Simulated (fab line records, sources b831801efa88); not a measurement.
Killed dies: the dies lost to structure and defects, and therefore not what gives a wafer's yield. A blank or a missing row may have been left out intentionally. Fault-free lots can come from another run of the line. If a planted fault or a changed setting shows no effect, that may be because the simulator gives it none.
Comparing a struck lot with a sound one	flow sky130	43 steps out of a route of 708
Sound: the wafers L985.2, L985.4, L985.6. Wafers struck: L989.2, L989.3, L989.5. The cause comes at the end.
Order at every step that has rows: each side's tool, ch and its chambers, its first start. Under that, the readings that differ: sound wafers	struck wafers	difference of the means	sigmas: that difference in standard deviations of wafers without a fault.
alike: readings whose means differ by less than 2 such deviations, and words and numbers that are the same on both sides. not compared: withheld readings, readings that some wafer has no value for, bounds like >300 that may hide the same value, and numbers for which the record gives no deviation and whose values overlap.
Wherever a step has rows on one side only, a row that says differs or no value, or a row with sigmas, the two part there. Numbers that don't overlap but have no deviation are shown without sigmas and don't part them. A reading missing from all wafers of one side parts the sides only when that side holds two or more wafers.

first, 7 steps without rows for these wafers: SKY_VIA3_HMDS_05 (prime time 60 s); SKY_VIA3_COAT_06 (resist thk 60 nm); SKY_VIA3_COAT_07 (resist thk 450 nm); SKY_VIA3_SOFTBAKE_08 (time 90 s); SKY_VIA3_EXPOSE_09 (exposes mask VIM3, target cd 200 nm); SKY_VIA3_PEB_10; SKY_VIA3_DEVELOP_11 (develop time 60 s).
SKY_VIA3_CD_MEAS_12: target cd 200 nm.
  sound: cdSem-02 at day 40 09:37; struck: cdSem-01 at day 41 22:17
  alike: cdNm
SKY_VIA3_OVL_MEAS_13:
  sound: overlay-02 at day 40 09:43; struck: overlay-01 at day 41 22:23
  alike: VIA3_OVL
SKY_VIA3_ETCH_14: etches BARC in N2/H2, stops on SiO2, time 45.9 s, target depth 60 nm.
  sound on rieDiel-02 ch 1,2,3, day 40 09:45; struck on rieDiel-01 ch 0,1, day 41 22:25
  alike: drypumpMotorCurrentA, oesProductAu, throttleValvePct
  not compared: rfHoursCounterH
SKY_VIA3_ETCH_15: etches SiO2 in C4F8/O2/Ar, stops on TiN, target depth 507 nm, time 78 s.
  sound on rieDiel-02 ch 1,2,3, day 40 09:47; struck on rieDiel-01 ch 0,1, day 41 22:28
  alike: oesProductAu
then, 1 step without rows for these wafers: SKY_VIA3_STRIP_16 (strips in O2/N2).
SKY_VIA3_STRIP_17: strips in post etch residue remover, time 1200 s.
  sound on wetBench-03 ch 1, day 40 10:00; struck on wetBench-02 ch 2, day 41 22:37
then, 3 steps without rows for these wafers: SKY_VIA3_CLEAN_18 (cleans in IPA, time 180 s); SKY_VIA3_CLEAN_19 (cleans in O3/DIW); SKY_VIA3_SPUTTER_20 (material TiN, target thk 20 nm, time 80 s).
SKY_VIA3_CVD_21: deposits W, target thk 390 nm, time 117.31 s.
  sound on cvdW-01 ch 1, day 40 10:34; struck on cvdW-02 ch 0,1, day 41 23:14
  alike: heaterPowerW
SKY_VIA3_RS_MEAS_22: measurement is done with a four-point probe.
  sound: filmMetro-03 at day 40 10:44; struck: filmMetro-03 at day 41 23:23
  alike: VIA3_W_RS
SKY_VIA3_THK_MEAS_23: measures by xrf.
  sound: filmMetro-03 at day 40 10:51; struck: filmMetro-03 at day 41 23:29
reading	sound	struck	difference	sigmas
VIA3_W_THK (nm)	386 386 384	372 374 376	-11	-2
then, 1 step without rows for these wafers: SKY_VIA3_CMP_24 (polishes, stops on SiO2, t overpolish 20 s, target thk 0 nm).
SKY_METAL4_SPUTTER_00: material Ti, target thk 15 nm, time 10 s.
  sound: pvdSputter-04 at day 40 11:12; struck: pvdSputter-04 at day 41 23:50
  alike: throttleValvePct
SKY_METAL4_SPUTTER_01: material TiN, target thk 20 nm, time 16.7 s.
  sound: pvdSputter-04 at day 40 11:13; struck: pvdSputter-04 at day 41 23:52
  alike: throttleValvePct
then, 4 steps without rows for these wafers: SKY_METAL4_SPUTTER_02 (material AlCu, target thk 735 nm, time 39.1 s); SKY_METAL4_SPUTTER_03 (material Ti, target thk 5 nm, time 3.3 s); SKY_METAL4_SPUTTER_04 (material TiN, target thk 70 nm, time 58.3 s); SKY_CAP2M_CVD_00 (deposits SiO2, target thk 15.5 nm).
SKY_CAP2M_THK_MEAS_01:
  sound: filmMetro-02 at day 40 11:23; struck: filmMetro-02 at day 42 00:02
  alike: CAP2M_CVD_00_THK
then, 1 step without rows for these wafers: SKY_CAP2M_SPUTTER_02 (material TiN, target thk 200 nm, time 166.7 s).
SKY_CAP2M_RS_MEAS_03: measurement is done with a four-point probe.
  sound: filmMetro-02 at day 40 11:34; struck: filmMetro-03 at day 42 00:13
  alike: CAP2M_TIN_RS
SKY_CAP2M_THK_MEAS_04: measures by xrf.
  sound: filmMetro-02 at day 40 11:41; struck: filmMetro-03 at day 42 00:19
  alike: CAP2M_TIN_THK
then, 7 steps without rows for these wafers: SKY_CAP2M_DEHYDRATE_05 (time 60 s); SKY_CAP2M_HMDS_06 (prime time 60 s); SKY_CAP2M_COAT_07 (resist thk 1140 nm); SKY_CAP2M_SOFTBAKE_08 (time 60 s); SKY_CAP2M_EXPOSE_09 (exposes mask CAP2M, target cd 1000 nm); SKY_CAP2M_PEB_10; SKY_CAP2M_DEVELOP_11 (develop time 60 s).
SKY_CAP2M_OVL_MEAS_12:
  sound: overlay-01 at day 41 11:34; struck: overlay-02 at day 42 23:55
  alike: CAP2M_OVL
then, 4 steps without rows for these wafers: SKY_CAP2M_METAL_ETCH_13 (etches TiN in Cl2/BCl3, stops on SiO2, target depth 220 nm, time 62.9 s); SKY_CAP2M_STRIP_14 (strips in O2/N2); SKY_CAP2M_STRIP_15 (strips in post etch residue remover, time 1200 s); SKY_CAP2M_CLEAN_16 (cleans in IPA, time 180 s).
-- the record jumps here: 5 days lie between the struck wafers' starts before and after (it left off in module CAP2M and takes up again in module PAD_OPEN, whose first step shown is number 708 of the route) --
SKY_PAD_OPEN_PROBE_99:
  sound: prober-01 at day 46 10:52; struck: prober-02 at day 47 17:40
reading	sound	struck	difference	sigmas
defectLimitedYield (%)	83.3 80.5 80.3	73.2 76.0 75.4	-6.5	-4
killed_at_M0_to_M3	37 39 39	88 78 84	+45	+7
killedDies	82 96 97	132 118 121	+32	+4
killedOnRim	18 21 14	31 27 32	+12	+3
sort_bin_3_pad_short (%)	1.6 1.0 1.0	4.5 2.4 3.3	+2.2	+6
sort_bin_5_function (%)	9.1 12.6 11.8	15.9 15.4 14.0	+3.9	+3
sortNPass	410 396 395	360 374 371	-32	-4
sortYieldPct (%)	83.3 80.5 80.3	73.2 76.0 75.4	-6.5	-4
model.etest.tester.sortNPass	410 396 395	360 374 371	-32	
model.etest.tester.sortYieldPct (%)	83.33 80.49 80.28	73.17 76.02 75.41	-6.50	
model.etest.tester.sort_bin_5_pct (%)	9.146 12.6 11.79	15.85 15.45 14.02	+3.93	
model.etest.tester.sort_bin_3_pct (%)	1.626 1.016 1.016	4.472 2.439 3.252	+2.168	
  alike: killed_at_M4_up, killedAtContacts, killedAtFrontEnd, killedAtOther, killedOpen, killedShort, sort_bin_6_memory

WHERE THEY PART
Last at SKY_PAD_OPEN_PROBE_99 as far as this record goes, first at SKY_VIA3_THK_MEAS_23.

WHY: what the simulator had put in
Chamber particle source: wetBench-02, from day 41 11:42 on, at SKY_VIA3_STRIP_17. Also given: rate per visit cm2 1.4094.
